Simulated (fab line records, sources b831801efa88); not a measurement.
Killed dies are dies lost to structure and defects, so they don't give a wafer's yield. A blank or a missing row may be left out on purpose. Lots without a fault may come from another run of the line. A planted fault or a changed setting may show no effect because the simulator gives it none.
One fault seen from 2 desks | flow gf180mcu | each desk has only its own numbers; what lay behind them comes last

THE METROLOGY DESK
What the gauges read, lot by lot, whatever tool the lot ran on: means of the sampled wafers that have a number. A lot is out of limits, marked OUT, if its mean lies more than 4 standard deviations from the usual mean; the brackets give that distance.
Columns: A = V4_CVD_02_THK at GF_V4_THK_MEAS_03, usual 850 nm
lot  | first seen here | A
L814 | day 23 12:11    | 852
L815 | day 23 21:33    | 854
L816 | day 24 07:12    | 845
L819 | day 25 08:23    | 845
L820 | day 25 15:20    | 853
L821 | day 25 17:34    | 858
L824 | day 26 22:09    | 848
L825 | day 27 08:14    | 856
L826 | day 27 10:08    | 853
L828 | day 27 22:54    | 858
L835 | day 30 01:18    | 848
L837 | day 30 13:05    | 853
This desk's finding: nothing out of limits on any of the 12 lots.

THE TOOL OWNER'S DESK: pvd_sputter-02
The tool's own readings at GF_TOP_METAL_SPUTTER_01 (material TiN, target thk 30 nm, time 25 s): means of the sampled wafers that have a number, for each lot that ran on this tool. A lot is out of limits, marked OUT, if its mean lies more than 4 standard deviations from the usual mean; the brackets give that distance.
Columns: A = cathode_dc_power_W at GF_TOP_METAL_SPUTTER_01, usual 6500.1 W; B = chamber_pressure_pa at GF_TOP_METAL_SPUTTER_01, usual 0.3998 Pa; C = throttle_valve_pct at GF_TOP_METAL_SPUTTER_01, usual 30.1 %
lot  | first seen here | A                        | B      | C
L815 | day 27 16:35    | 6498.9                   | 0.3996 | 30.4
L816 | day 28 03:20    | 6499.5                   | 0.3995 | 31.2
L819 | day 29 00:47    | 6499.5                   | 0.3994 | 29.8
L820 | day 29 06:02    | 6500.6                   | 0.3995 | 30.6
L821 | day 29 07:50    | 6499.8                   | 0.4002 | 29.4
L825 | day 30 18:28    | 6500.7                   | 0.3993 | 29.3
L826 | day 30 19:45    | 6231.2 (-99 or more) OUT | 0.3993 | 30.2
L828 | day 31 06:33    | 6231.2 (-99 or more) OUT | 0.3997 | 29.7
This desk's finding: out of limits on L826, L828; first on L826, day 30 19:45 (cathode_dc_power_W at GF_TOP_METAL_SPUTTER_01). In limits: L815, L816, L819, L820, L821, L825.

PUT TOGETHER
The tool owner's desk could have raised an alarm at day 30 19:45, on L826, L828.
The metrology desk saw nothing out of limits.
The metrology desk has L826, L828 on record, within its limits.
Of the lots named, all ran GF_TOP_METAL_SPUTTER_01 on pvd_sputter-02.

WHAT THE SIMULATOR HAD PUT IN
Process parameter drift: pvd_sputter-02, from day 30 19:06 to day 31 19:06, at GF_TOP_METAL_SPUTTER_01. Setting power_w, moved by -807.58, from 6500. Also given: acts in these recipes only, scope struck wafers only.
Lots struck among those shown: L826, L828.
Hours from the fault's start to each desk's first reading out of limits: the tool owner's desk, 1.
